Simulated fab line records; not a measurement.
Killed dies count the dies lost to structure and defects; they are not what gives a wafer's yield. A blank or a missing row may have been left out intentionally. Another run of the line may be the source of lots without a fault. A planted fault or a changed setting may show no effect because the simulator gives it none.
Comparing a struck lot with a sound one || flow sky130 || 18 out of 708 route steps
Sound: these wafers, L346.4, L346.5, L346.6. Wafers struck: L355.3, L355.4, L355.6. The cause comes at the end.
Each step with rows lists, per side, the tool, then ch with its chambers, then its first start. Under that, the readings that differ: sound wafers || struck wafers || difference of the means || sigmas: that difference in standard deviations of wafers without a fault.
alike: readings whose means differ by less than 2 such deviations, and words and numbers that are the same on both sides. not compared: withheld readings, readings that some wafer has no value for, bounds like >300 that may hide the same value, and numbers for which the record gives no deviation and whose values overlap.
A row with sigmas, a row that says differs or no value, or rows on one side alone: a step with any of these is where the two part. Non-overlapping numbers with no deviation appear without sigmas and do not part them. Lack of a reading on every wafer of one side parts them only where that side has two or more wafers.

first, 6 steps without rows for these wafers: SKY_LDD_N_IMPLANT_10; SKY_LDD_N_IMPLANT_11; SKY_LDD_N_IMPLANT_12; SKY_LDD_N_IMPLANT_13; SKY_LDD_N_IMPLANT_14; SKY_LDD_N_IMPLANT_15.
SKY_LDD_N_STRIP_16: strips in O2/N2.
  sound on plasma-asher-02 ch 0,1, day 17 11:20; struck on plasma-asher-03 ch 0,1, day 21 06:53
  alike: drypump-motor-current-A, oes-product-au, strip-time-to-endpoint-s
  not compared: rf-hours-counter-h
SKY_LDD_N_TW_MEAS_17:
  sound on film-metro-02, day 17 11:26; struck on film-metro-02, day 21 06:58
  alike: LDD_N_TW
then, 4 steps without rows for these wafers: SKY_LDD_P_DEHYDRATE_00 (time 60 s); SKY_LDD_P_HMDS_01 (prime time 60 s); SKY_LDD_P_COAT_02 (resist thk 1140 nm); SKY_LDD_P_SOFTBAKE_03 (time 60 s).
SKY_LDD_P_EXPOSE_04: exposes mask PSDM, target cd 380 nm.
  sound on iline-stepper-02 ch 0, day 18 02:10; struck on iline-stepper-01 ch 0, day 21 22:19
{"reading": "model.LDD_P.overlay-x-nm (nm)", "sound": "0.31 0.31 0.31", "struck": "8.35 8.35 8.35", "difference": "+8.04", "sigmas": ""}
  alike: mask
then, 2 steps without rows for these wafers: SKY_LDD_P_PEB_05; SKY_LDD_P_DEVELOP_06 (develop time 59.08 s).
SKY_LDD_P_CD_MEAS_07: the cd target is 380 nm.
  sound on cd-sem-01, day 18 17:25; struck on cd-sem-02, day 22 14:24
  alike: cd-nm
SKY_LDD_P_OVL_MEAS_08:
  sound on overlay-01, day 18 17:29; struck on overlay-02, day 22 14:29
{"reading": "LDD_P_OVL (nm)", "sound": "0.3 0.8 -0.1", "struck": "9.2 8.0 8.6", "difference": "+8.3", "sigmas": "+7"}
then, 1 step without rows for these wafers: SKY_LDD_P_IMPLANT_09.

## WHERE THEY PART
Only at SKY_LDD_P_OVL_MEAS_08, within this record.

WHY: what the simulator had put in
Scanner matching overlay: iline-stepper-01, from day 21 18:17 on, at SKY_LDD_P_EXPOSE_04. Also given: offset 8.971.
